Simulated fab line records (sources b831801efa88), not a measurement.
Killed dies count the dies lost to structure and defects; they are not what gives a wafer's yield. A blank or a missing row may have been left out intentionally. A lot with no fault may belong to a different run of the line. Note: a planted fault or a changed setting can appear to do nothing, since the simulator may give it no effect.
Which tool did it? / flow gf180mcu / Sampling: 24 lots, 72 wafers, 3 of 602 route steps

WHAT THE GAUGES SHOWED, per wafer
GF_VT_IMPLANT_OVL_MEAS_18. Usual: VT_IMPLANT_01_OVL -0.6 nm, standard deviation 1.2.
lot=L074; measured=day 6 07:41; on=overlay-01; VT_IMPLANT_01_OVL (nm)=-0.9 -0.2 -0.4; flag=
lot=L075; measured=day 6 11:53; on=overlay-01; VT_IMPLANT_01_OVL (nm)=-0.6 -1.0 -1.2; flag=
lot=L076; measured=day 6 18:44; on=overlay-01; VT_IMPLANT_01_OVL (nm)=-1.7 -1.8 -0.7; flag=
lot=L077; measured=day 7 00:38; on=overlay-02; VT_IMPLANT_01_OVL (nm)=-0.1 -0.3 0.0; flag=
lot=L078; measured=day 7 06:14; on=overlay-02; VT_IMPLANT_01_OVL (nm)=1.6 -1.3 0.3; flag=
lot=L079; measured=day 7 12:29; on=overlay-01; VT_IMPLANT_01_OVL (nm)=-2.3 -0.8 -1.4; flag=
lot=L080; measured=day 7 20:56; on=overlay-01; VT_IMPLANT_01_OVL (nm)=0.0 -0.5 -1.2; flag=
lot=L081; measured=day 8 00:47; on=overlay-01; VT_IMPLANT_01_OVL (nm)=-0.3 -0.4 1.4; flag=
lot=L082; measured=day 8 10:02; on=overlay-01; VT_IMPLANT_01_OVL (nm)=-0.3 -0.2 -0.7; flag=
lot=L083; measured=day 8 13:56; on=overlay-01; VT_IMPLANT_01_OVL (nm)=-0.1 -0.4 0.3; flag=
lot=L084; measured=day 8 21:05; on=overlay-01; VT_IMPLANT_01_OVL (nm)=-1.8 -0.7 -1.1; flag=
lot=L085; measured=day 9 04:26; on=overlay-02; VT_IMPLANT_01_OVL (nm)=0.4 1.4 1.1; flag=
lot=L086; measured=day 9 10:19; on=overlay-01; VT_IMPLANT_01_OVL (nm)=-0.4 -1.1 0.3; flag=
lot=L087; measured=day 9 14:49; on=overlay-01; VT_IMPLANT_01_OVL (nm)=-2.1 -0.6 -1.3; flag=
lot=L088; measured=day 9 20:35; on=overlay-01; VT_IMPLANT_01_OVL (nm)=1.0 1.4 1.7; flag=
lot=L089; measured=day 10 06:29; on=overlay-01; VT_IMPLANT_01_OVL (nm)=-0.1 0.1 0.4; flag=
lot=L090; measured=day 10 12:26; on=overlay-02; VT_IMPLANT_01_OVL (nm)=-0.4 0.5 1.4; flag=
lot=L091; measured=day 10 17:08; on=overlay-02; VT_IMPLANT_01_OVL (nm)=-2.2 -3.0 -2.4; flag=
lot=L092; measured=day 11 01:05; on=overlay-01; VT_IMPLANT_01_OVL (nm)=-1.3 -0.9 -1.9; flag=
lot=L093; measured=day 11 06:50; on=overlay-02; VT_IMPLANT_01_OVL (nm)=0.2 -1.2 0.3; flag=
lot=L094; measured=day 11 12:10; on=overlay-02; VT_IMPLANT_01_OVL (nm)=-2.2 -4.1 -2.6; flag=
lot=L095; measured=day 11 20:43; on=overlay-02; VT_IMPLANT_01_OVL (nm)=0.0 -2.3 -0.6; flag=
lot=L096; measured=day 12 00:13; on=overlay-02; VT_IMPLANT_01_OVL (nm)=0.0 -1.8 0.0; flag=
lot=L097; measured=day 12 08:31; on=overlay-02; VT_IMPLANT_01_OVL (nm)=-1.3 1.5 -0.2; flag=

GF_V1_RS_MEAS_24: the measuring method here is four-point-probe. Usual: V1_W_RS 0.329 ohm/sq, standard deviation 0.0035.
lot=L074; measured=day 18 03:12; on=film-metro-02; V1_W_RS (ohm/sq)=0.324 0.323 0.324; flag=
lot=L075; measured=day 18 19:53; on=film-metro-04; V1_W_RS (ohm/sq)=0.332 0.326 0.326; flag=
lot=L076; measured=day 18 23:50; on=film-metro-02; V1_W_RS (ohm/sq)=0.326 0.328 0.322; flag=
lot=L077; measured=day 19 06:35; on=film-metro-04; V1_W_RS (ohm/sq)=0.331 0.325 0.330; flag=
lot=L078; measured=day 19 21:05; on=film-metro-02; V1_W_RS (ohm/sq)=0.326 0.323 0.324; flag=
lot=L079; measured=day 20 02:11; on=film-metro-04; V1_W_RS (ohm/sq)=0.323 0.323 0.330; flag=
lot=L080; measured=day 20 19:55; on=film-metro-04; V1_W_RS (ohm/sq)=0.334 0.338 0.338; flag=
lot=L081; measured=day 21 01:49; on=film-metro-04; V1_W_RS (ohm/sq)=0.327 0.335 0.332; flag=
lot=L082; measured=day 21 06:58; on=film-metro-04; V1_W_RS (ohm/sq)=0.331 0.327 0.326; flag=
lot=L083; measured=day 21 10:05; on=film-metro-04; V1_W_RS (ohm/sq)=0.329 0.327 0.325; flag=
lot=L084; measured=day 22 04:15; on=film-metro-02; V1_W_RS (ohm/sq)=0.331 0.335 0.329; flag=
lot=L085; measured=day 22 07:12; on=film-metro-04; V1_W_RS (ohm/sq)=0.331 0.331 0.330; flag=
lot=L086; measured=day 22 11:05; on=film-metro-01; V1_W_RS (ohm/sq)=0.331 0.332 0.327; flag=
lot=L087; measured=day 23 02:22; on=film-metro-04; V1_W_RS (ohm/sq)=0.332 0.335 0.332; flag=
lot=L088; measured=day 23 10:20; on=film-metro-01; V1_W_RS (ohm/sq)=0.330 0.330 0.328; flag=
lot=L089; measured=day 24 06:17; on=film-metro-02; V1_W_RS (ohm/sq)=0.327 0.331 0.330; flag=
lot=L090; measured=day 24 07:28; on=film-metro-01; V1_W_RS (ohm/sq)=0.328 0.330 0.331; flag=
lot=L091; measured=day 24 09:35; on=film-metro-02; V1_W_RS (ohm/sq)=0.325 0.330 0.326; flag=
lot=L092; measured=day 25 00:54; on=film-metro-01; V1_W_RS (ohm/sq)=0.322 0.327 0.324; flag=
lot=L093; measured=day 25 08:35; on=film-metro-04; V1_W_RS (ohm/sq)=0.323 0.331 0.329; flag=
lot=L094; measured=day 25 08:18; on=film-metro-02; V1_W_RS (ohm/sq)=0.327 0.324 0.330; flag=
lot=L095; measured=day 25 13:09; on=film-metro-02; V1_W_RS (ohm/sq)=0.329 0.327 0.335; flag=
lot=L096; measured=day 26 02:31; on=film-metro-01; V1_W_RS (ohm/sq)=0.328 0.327 0.332; flag=
lot=L097; measured=day 26 06:26; on=film-metro-01; V1_W_RS (ohm/sq)=0.331 0.328 0.327; flag=

EACH LOT AND THE TOOL THAT RAN IT (in order: tool; ch and the chambers of the sampled wafers; start)
lot=L074; GF_V1_CVD_23=cvd-w-01 ch 0,1, day 18 03:05
lot=L075; GF_V1_CVD_23=cvd-w-02 ch 0,1, day 18 19:46
lot=L076; GF_V1_CVD_23=cvd-w-01 ch 0,1, day 18 23:43
lot=L077; GF_V1_CVD_23=cvd-w-01 ch 0,1, day 19 06:28
lot=L078; GF_V1_CVD_23=cvd-w-01 ch 0,1, day 19 20:59
lot=L079; GF_V1_CVD_23=cvd-w-01 ch 0,1, day 20 02:05
lot=L080; GF_V1_CVD_23=cvd-w-02 ch 0, day 20 19:43
lot=L081; GF_V1_CVD_23=cvd-w-01 ch 0, day 21 01:36
lot=L082; GF_V1_CVD_23=cvd-w-02 ch 0, day 21 06:46
lot=L083; GF_V1_CVD_23=cvd-w-02 ch 0, day 21 09:52
lot=L084; GF_V1_CVD_23=cvd-w-02 ch 0,1, day 22 04:08
lot=L085; GF_V1_CVD_23=cvd-w-02 ch 0,1, day 22 07:05
lot=L086; GF_V1_CVD_23=cvd-w-01 ch 0,1, day 22 10:59
lot=L087; GF_V1_CVD_23=cvd-w-02 ch 0, day 23 02:02
lot=L088; GF_V1_CVD_23=cvd-w-01 ch 0,1, day 23 10:12
lot=L089; GF_V1_CVD_23=cvd-w-01 ch 0,1, day 24 06:11
lot=L090; GF_V1_CVD_23=cvd-w-02 ch 0, day 24 07:16
lot=L091; GF_V1_CVD_23=cvd-w-02 ch 0,1, day 24 09:27
lot=L092; GF_V1_CVD_23=cvd-w-01 ch 0,1, day 25 00:47
lot=L093; GF_V1_CVD_23=cvd-w-02 ch 0,1, day 25 08:28
lot=L094; GF_V1_CVD_23=cvd-w-01 ch 0,1, day 25 08:11
lot=L095; GF_V1_CVD_23=cvd-w-02 ch 0,1, day 25 13:02
lot=L096; GF_V1_CVD_23=cvd-w-01 ch 0,1, day 26 02:24
lot=L097; GF_V1_CVD_23=cvd-w-02 ch 0,1, day 26 06:19
- GF_V1_CVD_23: deposits W, target thk 350 nm, time 105.05 s.

AS READ BY THE TOOLS THEMSELVES (means over the sampled wafers that have a number; for cases with no such wafer, the mark the record gives instead)
GF_V1_CVD_23. Usual: heater-power-w at 850 W, with a standard deviation of 72.
lot=L074; tool=cvd-w-01; heater-power-w (W)=823; flag=
lot=L075; tool=cvd-w-02; heater-power-w (W)=778; flag=
lot=L076; tool=cvd-w-01; heater-power-w (W)=849; flag=
lot=L077; tool=cvd-w-01; heater-power-w (W)=809; flag=
lot=L078; tool=cvd-w-01; heater-power-w (W)=824; flag=
lot=L079; tool=cvd-w-01; heater-power-w (W)=808; flag=
lot=L080; tool=cvd-w-02; heater-power-w (W)=907; flag=
lot=L081; tool=cvd-w-01; heater-power-w (W)=883; flag=
lot=L082; tool=cvd-w-02; heater-power-w (W)=898; flag=
lot=L083; tool=cvd-w-02; heater-power-w (W)=914; flag=
lot=L084; tool=cvd-w-02; heater-power-w (W)=770; flag=
lot=L085; tool=cvd-w-02; heater-power-w (W)=845; flag=
lot=L086; tool=cvd-w-01; heater-power-w (W)=856; flag=
lot=L087; tool=cvd-w-02; heater-power-w (W)=935; flag=
lot=L088; tool=cvd-w-01; heater-power-w (W)=822; flag=
lot=L089; tool=cvd-w-01; heater-power-w (W)=837; flag=
lot=L090; tool=cvd-w-02; heater-power-w (W)=925; flag=
lot=L091; tool=cvd-w-02; heater-power-w (W)=857; flag=
lot=L092; tool=cvd-w-01; heater-power-w (W)=851; flag=
lot=L093; tool=cvd-w-02; heater-power-w (W)=785; flag=
lot=L094; tool=cvd-w-01; heater-power-w (W)=864; flag=
lot=L095; tool=cvd-w-02; heater-power-w (W)=854; flag=
lot=L096; tool=cvd-w-01; heater-power-w (W)=858; flag=
lot=L097; tool=cvd-w-02; heater-power-w (W)=853; flag=

THE ANSWER, worked out from the rows above alone
Rule: a lot counts as off when the mean over its wafers that have a number is more than 3 standard deviations away from the usual mean. Also off: a lot with no number at a reading for which 4 or more lots have one. All remaining lots with rows at the step are treated as sound. The gauges are gone through in route order, then the tools' own readings, and for those a lot's mean is taken as printed above. The first step at which some lot is off is used, and at that step the reading that is off furthest; a lot without a number counts as furthest.
Nothing can be told from this: no lot is off at any reading shown.

WHAT THE SIMULATOR HAD INSERTED
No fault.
